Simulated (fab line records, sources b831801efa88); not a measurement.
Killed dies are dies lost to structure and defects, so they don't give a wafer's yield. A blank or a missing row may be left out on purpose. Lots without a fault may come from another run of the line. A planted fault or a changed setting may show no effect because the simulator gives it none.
Split-lot experiment | flow gf180mcu | 5 lots, 23 wafers read, on a route of 602 steps

THE SPLIT
At GF_TOP_METAL_SPUTTER_02 (material AlCu, target thk 900 nm, time 47.82 s), the setting time_s was moved away from the recipe's 47.82 s on 11 of the 23 wafers read, by -7.3% to +6.7%. The other wafers ran this setting at the recipe's value.

FROM THE SPLIT TO THE READING: what the file shows between them, 5 steps
- GF_TOP_METAL_SPUTTER_04: material TiN, target thk 25 nm, time 20.8 s (also split here: power_w)
- GF_TOP_METAL_RS_MEAS_05: measures by four-point-probe
- GF_TOP_METAL_THK_MEAS_06: measures by xrf
- GF_TOP_METAL_DEVELOP_13: develop time 60 s (also split here: develop_time_s)
- GF_TOP_METAL_CD_MEAS_14: target cd 440 nm

THE READING
oes_product_au, in a.u., at GF_TOP_METAL_METAL_ETCH_16 (etches the open film in Cl2/BCl3, stops on SiO2, target depth 1077.5 nm, time 179.6 s). Fault-free wafers of this fab line usually give 0.968 a.u., standard deviation 0.006 a.u..

wafer  | tool, chamber at the split | time_s as run, s | against the recipe | oes_product_au, a.u. | against lot-mates on the recipe
L074.1 | pvd_sputter-03, -          | 47.82            | recipe             | 0.969                | -
L074.4 | pvd_sputter-03, -          | 47.82            | recipe             | 0.966                | -
L074.6 | pvd_sputter-03, -          | 47.82            | recipe             | 0.964                | -
L078.1 | pvd_sputter-04, -          | 47.82            | recipe             | 0.960                | -
L078.2 | pvd_sputter-04, -          | 45.98            | -3.8%              | 0.948                | -0.014
L078.3 | pvd_sputter-04, -          | 47.82            | recipe             | 0.965                | -
L078.4 | pvd_sputter-04, -          | 45.98            | -3.8%              | 0.942                | -0.020
L078.6 | pvd_sputter-04, -          | 45.98            | -3.8%              | 0.949                | -0.013
L079.1 | pvd_sputter-03, -          | 44.31            | -7.3%              | 0.928                | -0.044
L079.2 | pvd_sputter-03, -          | 47.82            | recipe             | 0.973                | -
L079.3 | pvd_sputter-03, -          | 44.31            | -7.3%              | 0.937                | -0.035
L079.5 | pvd_sputter-03, -          | 47.82            | recipe             | 0.972                | -
L079.6 | pvd_sputter-03, -          | 44.31            | -7.3%              | 0.931                | -0.041
L082.1 | pvd_sputter-03, -          | 47.82            | recipe             | 0.969                | -
L082.3 | pvd_sputter-03, -          | 47.82            | recipe             | 0.971                | -
L082.4 | pvd_sputter-03, -          | 51.03            | +6.7%              | 0.982                | +0.010
L082.5 | pvd_sputter-03, -          | 47.82            | recipe             | 0.975                | -
L082.6 | pvd_sputter-03, -          | 51.03            | +6.7%              | 0.994                | +0.022
L085.1 | pvd_sputter-03, -          | 45.24            | -5.4%              | 0.937                | -0.032
L085.2 | pvd_sputter-03, -          | 47.82            | recipe             | 0.970                | -
L085.4 | pvd_sputter-03, -          | 45.24            | -5.4%              | 0.942                | -0.028
L085.5 | pvd_sputter-03, -          | 45.24            | -5.4%              | 0.942                | -0.028
L085.6 | pvd_sputter-03, -          | 47.82            | recipe             | 0.969                | -

THE FIT
A straight line over all 23 wafers: oes_product_au changes by +0.00438 a.u. for each +1% of time_s; r = +0.96; the points scatter about the line by 0.0053 a.u..
The same after taking each lot's own level away (the mean of its wafers on the recipe; 23 wafers): +0.00434 a.u. for each +1%; r = +0.95; scatter 0.0056 a.u..
On that fit, the largest move of time_s shifts the reading by 0.032 a.u..
The lots' own levels span 0.9625 to 0.9725 a.u., that is 1.7 times the standard deviation above.
So the lot-to-lot level changes the slope little: the two slopes agree.
Check: with one of the wafers moved furthest among these (-7.3%) left out of the fit, the line predicts -0.0331 a.u. for it against its lot-mates. It came out at -0.0445 a.u. against them.

OTHER SPLITS ON THESE WAFERS
These wafers also went through other splits before the reading. Each is held against what the fit with the lots' levels taken away leaves over:
other split on the same wafers         | wafers away from the commonest value | r with oes_product_au (lot level and that fit taken away)
GF_MIM_SPUTTER_04 time_s               | 10                                   | -0.23
GF_TOP_METAL_SPUTTER_04 power_w        | 8                                    | +0.14
GF_TOP_METAL_DEVELOP_13 develop_time_s | 9                                    | +0.17

THE WHOLE CHAIN: every reading that the file lists as answering this split, in the file's order
step                       | what it does                                                                          | reading                                                                              | change (the file's fit)                   | r (the file's)
GF_TOP_METAL_SPUTTER_02    | material AlCu, target thk 900 nm, time 47.82 s                                        | AlCu_of_TOP_METAL_SPUTTER_02.thk_nm (the simulator's own value, which no gauge read) | +8.96 nm for each +1% of the setting      | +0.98
GF_TOP_METAL_RS_MEAS_05    | measures by four-point-probe                                                          | TOP_METAL_ALCU_RS                                                                    | -0.000331 for each +1% of the setting     | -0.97
GF_TOP_METAL_THK_MEAS_06   | measures by xrf                                                                       | TOP_METAL_ALCU_THK                                                                   | +8.84 for each +1% of the setting         | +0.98
GF_TOP_METAL_METAL_ETCH_16 | etches the open film in Cl2/BCl3, stops on SiO2, target depth 1077.5 nm, time 179.6 s | oes_product_au                                                                       | +0.00438 a.u. for each +1% of the setting | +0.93

THE FILE'S OWN FIT
oes_product_au changes by +0.00438 a.u. for each +1% of time_s, r = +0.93.
